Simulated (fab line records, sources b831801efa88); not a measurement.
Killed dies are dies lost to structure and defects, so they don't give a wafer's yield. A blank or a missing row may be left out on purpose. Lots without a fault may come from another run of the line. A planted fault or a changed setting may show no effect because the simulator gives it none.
A struck lot beside a sound one | flow sfq_line | 42 steps out of a route of 325
Sound: wafers L422.2, L422.3, L422.6. Struck: wafer L421.4. (L421.3, L421.5 of the same lot were not struck and are left out.) The cause comes at the end.
At each step with rows: each side's tool, then ch and its chambers, then its first start. Under that, the readings that differ: sound wafers | struck wafers | difference of the means | sigmas: that difference in standard deviations of wafers without a fault.
alike: readings whose means differ by less than 2 such deviations, and words and numbers that are the same on both sides. not compared: withheld readings, readings that some wafer has no value for, bounds like >300 that may hide the same value, and numbers for which the record gives no deviation and whose values overlap.
The two part at a step that has a row with sigmas, a row that says differs or no value, or rows on one side only. Numbers that don't overlap but have no deviation are shown without sigmas and don't part them. A reading that every wafer of one side lacks parts them only if that side has two wafers or more.

first, 6 steps without rows for these wafers: SFQ_TRILAYER_L0_VIA_LITHO_COAT_018 (resist thk 62 nm); SFQ_TRILAYER_L0_VIA_LITHO_COAT_013 (resist thk 650 nm); SFQ_TRILAYER_L0_VIA_LITHO_SOFTBAKE_017; SFQ_TRILAYER_L0_VIA_LITHO_EXPOSE_014 (exposes mask L0V, target cd 700 nm); SFQ_TRILAYER_L0_VIA_LITHO_PEB_016 (peb time 60 s); SFQ_TRILAYER_L0_VIA_LITHO_DEVELOP_015 (time 60 s).
SFQ_L0V_OVL_MEAS_903:
  sound on overlay-02, day 12 18:16; struck on overlay-01, day 12 13:28
  alike: L0V_OVL
SFQ_TRILAYER_L0_VIA_BARC_OPEN_VIA_ETCH_021: etches BARC in O2, target depth 125 nm, time 41.7 s.
  sound on rie_diel-01 ch 0,1, day 12 18:17; struck on rie_diel-04 ch 2, day 12 13:29
  alike: drypump_motor_current_A, oes_product_au, rf_fwd_power_W
  not compared: rf_hours_counter_h
SFQ_TRILAYER_L0_VIA_ETCH_VIA_ETCH_016: etches SiO2 in CHF3, stops on MoNx KI, target depth 80 nm.
  sound on rie_diel-01 ch 0,1, day 12 18:20; struck on rie_diel-04 ch 2, day 12 13:32
  alike: drypump_motor_current_A, oes_product_au, rf_fwd_power_W
SFQ_TRILAYER_L0_VIA_STRIP_STRIP_017: strips in O2.
  sound on rie_metal-01 ch 0,1, day 12 18:23; struck on rie_metal-02 ch 1, day 12 13:47
  reading                     | sound       | struck | difference | sigmas
  drypump_motor_current_A (A) | 5.4 5.4 5.4 | 6.4    | +1.0       | +3
  alike: oes_product_au
  not compared: rf_hours_counter_h
then, 2 steps without rows for these wafers: SFQ_TRILAYER_L0_VIA_STRIP_SOLV_CLEAN_018 (cleans in NMP, time 600 s); SFQ_TRILAYER_M0_DEP_PRE_CLEAN_020 (time 15 s).
SFQ_TRILAYER_M0_DEP_SPUTTER_019: material Nb, target thk 200 nm, time 133.3 s.
  sound on pvd_sputter-03, day 12 19:11; struck on pvd_sputter-04, day 12 14:23
  reading                                             | sound           | struck | difference | sigmas
  model.Nb_of_TRILAYER_M0_DEP_SPUTTER_019.thk_nm (nm) | 197.5 199.3 197 | 168.6  | -29.3      |
  alike: throttle_valve_pct
SFQ_M0_RS_MEAS_904: measures by four-point-probe.
  sound on film_metro-04, day 12 19:17; struck on film_metro-03, day 12 14:31
  reading           | sound             | struck | difference | sigmas
  M0_NB_RS (ohm/sq) | 0.901 0.893 0.902 | 1.058  | +0.159     | +16
then, 6 steps without rows for these wafers: SFQ_TRILAYER_M0_LITHO_COAT_026 (resist thk 62 nm); SFQ_TRILAYER_M0_LITHO_COAT_021 (resist thk 600 nm); SFQ_TRILAYER_M0_LITHO_SOFTBAKE_025; SFQ_TRILAYER_M0_LITHO_EXPOSE_022 (exposes mask M0, target cd 500 nm); SFQ_TRILAYER_M0_LITHO_PEB_024 (peb time 60 s); SFQ_TRILAYER_M0_LITHO_DEVELOP_023 (time 60 s).
-- the record jumps here: 5 days lie between the struck wafers' starts before and after --
SFQ_M0_OVL_MEAS_906:
  sound on overlay-01, day 18 08:43; struck on overlay-02, day 18 01:25
  alike: M0_OVL
then, 1 step without rows for these wafers: SFQ_TRILAYER_M0_BARC_OPEN_METAL_ETCH_031 (etches BARC in O2, target depth 125 nm, time 41.7 s).
SFQ_TRILAYER_M0_ETCH_METAL_ETCH_024: etches Nb in Cl2/Ar, stops on SiO2, target depth 240 nm, time 120 s.
  sound on rie_metal-04 ch 1, day 18 08:55; struck on rie_metal-02 ch 1, day 18 01:32
  reading                     | sound             | struck | difference | sigmas
  drypump_motor_current_A (A) | 5.2 5.1 5.2       | 6.5    | +1.3       | +3
  oes_product_au (a.u.)       | 0.891 0.893 0.879 | 0.811  | -0.077     | -10
  alike: rf_fwd_power_W
  not compared: rf_hours_counter_h
SFQ_TRILAYER_M0_STRIP_STRIP_025: strips in O2.
  sound on rie_metal-04 ch 1, day 18 09:19; struck on rie_metal-02 ch 1, day 18 01:49
  reading                     | sound       | struck | difference | sigmas
  drypump_motor_current_A (A) | 5.2 5.2 5.1 | 6.5    | +1.3       | +3
  alike: oes_product_au
  not compared: rf_hours_counter_h
then, 3 steps without rows for these wafers: SFQ_TRILAYER_M0_STRIP_SOLV_CLEAN_026 (cleans in NMP, time 600 s); SFQ_TRILAYER_I0_DEP_PECVD_027 (deposits SiO2 from SiH4/N2O, time 111.11 s, target thk 500 nm); SFQ_TRILAYER_I0_CMP_CMP_028 (polishes SiO2).
SFQ_I0_BOW_MEAS_907:
  sound on film_metro-02, day 18 13:36; struck on film_metro-01, day 18 05:31
  alike: I0_BOW
SFQ_TRILAYER_I0_METRO_MEASURE_029:
  sound on film_metro-02, day 18 13:54; struck on film_metro-01, day 18 05:59
  alike: thk_nm
then, 6 steps without rows for these wafers: SFQ_TRILAYER_I0_VIA_LITHO_COAT_036 (resist thk 62 nm); SFQ_TRILAYER_I0_VIA_LITHO_COAT_031 (resist thk 650 nm); SFQ_TRILAYER_I0_VIA_LITHO_SOFTBAKE_035; SFQ_TRILAYER_I0_VIA_LITHO_EXPOSE_032 (exposes mask I0, target cd 500 nm); SFQ_TRILAYER_I0_VIA_LITHO_PEB_034 (peb time 60 s); SFQ_TRILAYER_I0_VIA_LITHO_DEVELOP_033 (time 60 s).
-- the record jumps here: 7 days lie between the struck wafers' starts before and after --
SFQ_I0_OVL_MEAS_908:
  sound on overlay-02, day 25 11:07; struck on overlay-02, day 25 03:55
  reading     | sound    | struck | difference | sigmas
  I0_OVL (nm) | -4 -4 -4 | 6      | +10        | +2
then, 5 steps without rows for these wafers: SFQ_TRILAYER_I0_VIA_BARC_OPEN_VIA_ETCH_046 (etches BARC in O2, target depth 125 nm, time 41.7 s); SFQ_TRILAYER_I0_VIA_ETCH_VIA_ETCH_034 (etches SiO2 in CHF3, stops on Nb, target depth 260 nm); SFQ_TRILAYER_I0_VIA_STRIP_STRIP_035 (strips in O2); SFQ_TRILAYER_I0_VIA_STRIP_SOLV_CLEAN_036 (cleans in NMP, time 600 s); SFQ_TRILAYER_M1_DEP_PRE_CLEAN_038 (time 22.5 s).
-- the record jumps here: 66 days lie between the struck wafers' starts before and after --
SFQ_M8_BOW_MEAS_951:
  sound on film_metro-02, day 91 18:54; struck on film_metro-04, day 91 15:32
  reading                 | sound                | struck | difference | sigmas
  M8_BOW (um)             | -1 8 0               | 33     | +31        | +3
  model.etest.m0.ohm_um   | 1.793 1.775 1.804    | 2.112  | +0.321     |
  model.etest.m0.ohm_sq   | 0.9007 0.8929 0.9031 | 1.056  | +0.157     |
  model.etest.i0.link_ohm | 1.954 1.966 1.974    | 2.124  | +0.159     |

WHERE THEY PART
First at SFQ_TRILAYER_L0_VIA_STRIP_STRIP_017; last, within this record, at SFQ_M8_BOW_MEAS_951.

WHY: what the simulator had put in
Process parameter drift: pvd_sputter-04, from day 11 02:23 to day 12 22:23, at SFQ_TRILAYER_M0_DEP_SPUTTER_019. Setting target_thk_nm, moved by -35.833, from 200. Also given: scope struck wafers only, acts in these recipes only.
